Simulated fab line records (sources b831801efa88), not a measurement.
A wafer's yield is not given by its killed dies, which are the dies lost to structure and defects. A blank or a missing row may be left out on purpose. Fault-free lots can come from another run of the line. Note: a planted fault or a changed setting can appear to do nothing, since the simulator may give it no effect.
A lot that was struck, set against a sound lot :: flow sky130 :: 14 steps out of a route of 708
Sound: wafers L975.2, L975.4, L975.5. Wafers struck: L979.2, L979.3, L979.4. At the end, the cause is stated.
Per side, at each step with rows, come the tool, then ch with its chambers, and then its first start. Under that, the readings that differ: sound wafers :: struck wafers :: difference of the means :: sigmas: that difference in standard deviations of wafers without a fault.
alike: same words and numbers on both sides, and readings whose means sit less than 2 such deviations apart. not compared: any withheld reading, any reading some wafer has no value for, any bound like >300 that may hide the same value, and any number with overlapping values for which the record gives no deviation.
Wherever a step has rows on one side only, a row that says differs or no value, or a row with sigmas, the two part there. Non-overlapping numbers with no deviation appear without sigmas and do not part them. A reading that every wafer of one side lacks parts them only if that side has two wafers or more.

SKY_METAL3_SPUTTER_02: material AlCu, target thk 735 nm, time 39.1 s.
  sound on pvd-sputter-04 at day 39 21:56; struck on pvd-sputter-02 at day 40 23:04
reading: throttle-valve-pct (%)
sound: 32.0 32.0 32.3
struck: 30.4 30.6 29.5
difference: -1.9
sigmas: -2
SKY_METAL3_SPUTTER_03: material Ti, target thk 5 nm, time 3.3 s.
  sound on pvd-sputter-04 at day 39 21:58; struck on pvd-sputter-02 at day 40 23:07
reading: throttle-valve-pct (%)
sound: 31.5 31.9 32.1
struck: 30.2 30.1 29.5
difference: -1.9
sigmas: -2
SKY_METAL3_SPUTTER_04: material TiN, target thk 70 nm, time 58.3 s.
  sound on pvd-sputter-04 at day 39 21:59; struck on pvd-sputter-02 at day 40 23:08
reading: throttle-valve-pct (%)
sound: 31.6 32.1 32.1
struck: 30.4 30.2 29.7
difference: -1.8
sigmas: -2
SKY_CAPM_CVD_00: deposits SiO2, target thk 15.5 nm.
  sound on pecvd-02 ch 1,2, day 39 22:02; struck on pecvd-03 ch 0,1, day 40 23:11
  alike: heater-power-w
SKY_CAPM_THK_MEAS_01:
  sound on film-metro-04 at day 39 22:04; struck on film-metro-04 at day 40 23:13
  alike: CAPM_CVD_00_THK
SKY_CAPM_SPUTTER_02: material TiN, target thk 200 nm, time 166.7 s.
  sound on pvd-sputter-02 at day 39 22:07; struck on pvd-sputter-03 at day 40 23:16
  alike: throttle-valve-pct
SKY_CAPM_RS_MEAS_03: measurement is done with a four-point probe.
  sound on film-metro-01 at day 39 22:15; struck on film-metro-01 at day 40 23:23
  alike: CAPM_TIN_RS
SKY_CAPM_THK_MEAS_04: measures by xrf.
  sound on film-metro-01 at day 39 22:22; struck on film-metro-01 at day 40 23:30
  alike: CAPM_TIN_THK
then, 4 steps without rows for these wafers: SKY_CAPM_DEHYDRATE_05 (time 60 s); SKY_CAPM_HMDS_06 (prime time 60 s); SKY_CAPM_COAT_07 (resist thk 1140 nm); SKY_CAPM_SOFTBAKE_08 (time 60 s).
SKY_CAPM_EXPOSE_09: exposes mask CAPM, target cd 1000 nm.
  sound on iline-stepper-02 ch 0, day 40 11:17; struck on iline-stepper-02, day 41 11:57
  no value came back on the struck wafers for exposure-dose-mJ-cm2, focus-offset-nm (nm); on the sound wafers exposure-dose-mJ-cm2 reads 158.89 158.80 158.90
  alike: mask
next, for these wafers, 1 step has no rows: SKY_CAPM_PEB_10.

WHERE THEY PART
Earliest at SKY_METAL3_SPUTTER_02; latest, in this record, at SKY_CAPM_EXPOSE_09.

WHY: the cause the simulator had injected
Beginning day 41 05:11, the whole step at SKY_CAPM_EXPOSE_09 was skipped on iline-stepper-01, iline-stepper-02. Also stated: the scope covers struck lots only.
